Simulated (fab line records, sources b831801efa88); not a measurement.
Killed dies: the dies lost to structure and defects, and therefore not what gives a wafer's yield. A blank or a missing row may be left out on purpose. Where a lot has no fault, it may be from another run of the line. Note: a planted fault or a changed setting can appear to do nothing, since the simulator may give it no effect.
Struck lot and sound lot, side by side | flow sky130 | 15 steps out of a route of 708
Sound: the wafers L531.2, L531.3, L531.5. Struck: wafers L536.2, L536.6. (L536.5 of the same lot was not struck and is left out.) The cause comes at the end.
Per side, at each step with rows, come the tool, then ch with its chambers, and then its first start. Under that, the readings that differ: sound wafers | struck wafers | difference of the means | sigmas: that difference in standard deviations of wafers without a fault.
alike: readings whose means differ by less than 2 such deviations, and words and numbers that are the same on both sides. not compared: withheld readings, readings that some wafer has no value for, bounds like >300 that may hide the same value, and numbers for which the record gives no deviation and whose values overlap.
A row with sigmas, a row that says differs or no value, or rows on one side alone: a step with any of these is where the two part. Non-overlapping numbers with no deviation appear without sigmas and do not part them. Lack of a reading on every wafer of one side parts them only where that side has two or more wafers.

first, 1 step without rows for these wafers: SKY_FIELD_ISO_DEVELOP_12 (develop time 60 s).
SKY_FIELD_ISO_CD_MEAS_13: target cd 150 nm.
  struck on cd sem-01, day 4 08:33; sound on cd sem-01, day 3 06:39
  alike: cd nm
SKY_FIELD_ISO_ETCH_14: etches BARC in N2/H2, stops on SiO2, time 45.9 s, target depth 60 nm.
  sound on rie diel-03 ch 0,1, day 3 06:45; struck on rie diel-03 ch 1,2, day 4 08:39
  alike: chamber pressure mTorr, drypump motor current A, oes product au, rf fwd power W, throttle valve pct
  not compared: rf hours counter h
SKY_FIELD_ISO_ETCH_15: etches the open film in CHF3/O2, stops on Si, target depth 180 nm, time 72 s.
  sound on rie diel-03 ch 0,1, day 3 06:47; struck on rie diel-03 ch 1,2, day 4 08:41
  alike: chamber pressure mTorr, drypump motor current A, oes product au, rf fwd power W, throttle valve pct
  not compared: rf hours counter h
SKY_FIELD_ISO_STRIP_16: strips in O2/N2.
  sound on plasma asher-04 ch 0,1, day 3 06:51; struck on plasma asher-01 ch 0,1, day 4 08:45
  alike: chamber pressure mTorr, drypump motor current A, oes product au, strip time to endpoint s
  not compared: rf hours counter h
SKY_FIELD_ISO_ETCH_17: etches Si in HBr/Cl2/O2, target depth 342 nm, time 97.7 s.
  sound on rie si-01 ch 0,1,3, day 3 06:57; struck on rie si-02 ch 1,3, day 4 08:51
  alike: chamber pressure mTorr, drypump motor current A, oes product au, rf fwd power W, throttle valve pct
  not compared: rf hours counter h
then, 5 steps without rows for these wafers: SKY_FIELD_ISO_WET_ETCH_18 (etches Si3N4 in H3PO4, target depth 25 nm, time 286 s); SKY_FIELD_ISO_CLEAN_19 (cleans in SC1/SC2, time 150 s); SKY_FIELD_ISO_CLEAN_20 (cleans in dHF, time 20 s); SKY_FIELD_ISO_WET_ETCH_21 (etches SiO2 in dHF, target depth 20 nm, time 400 s); SKY_FIELD_ISO_OXIDATION_22 (stabilise 600 s, purge 300 s, target thk 10 nm).
SKY_FIELD_ISO_THK_MEAS_23:
  struck on film metro-03, day 4 11:07; sound on film metro-02, day 3 09:57
  alike: FIELD_ISO_OXIDATION_01_THK
SKY_FIELD_ISO_CVD_24: deposits SiO2, target thk 595 nm, time 99.2 s.
  sound on hdpcvd-01 ch 0,1, day 3 10:00; struck on hdpcvd-01 ch 1, day 4 11:10
  reading                | sound             | struck      | difference | sigmas
  pressure mtorr (mTorr) | 6.011 5.995 6.001 | 4.802 4.795 | -1.204     | -99 or more
SKY_FIELD_ISO_THK_MEAS_25:
  struck on film metro-02, day 4 11:14; sound on film metro-03, day 3 10:05
  alike: FIELD_ISO_CVD_24_THK
-- a jump in the record: the struck wafers' starts before and after are 44 days apart (it breaks off in module FIELD_ISO and resumes in module PAD_OPEN, where the first step shown is number 708 of the route) --
SKY_PAD_OPEN_PROBE_99:
  only the struck wafers here have rows in the record (prober-01, day 48 12:04); the sound ones have none

WHERE THEY PART
First at SKY_FIELD_ISO_CVD_24; last, within this record, at SKY_PAD_OPEN_PROBE_99.

WHY: the cause the simulator had injected
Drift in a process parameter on hdpcvd-01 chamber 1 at SKY_FIELD_ISO_CVD_24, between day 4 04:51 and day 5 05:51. The setting pressure mtorr was moved by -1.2, starting from 6. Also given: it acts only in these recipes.
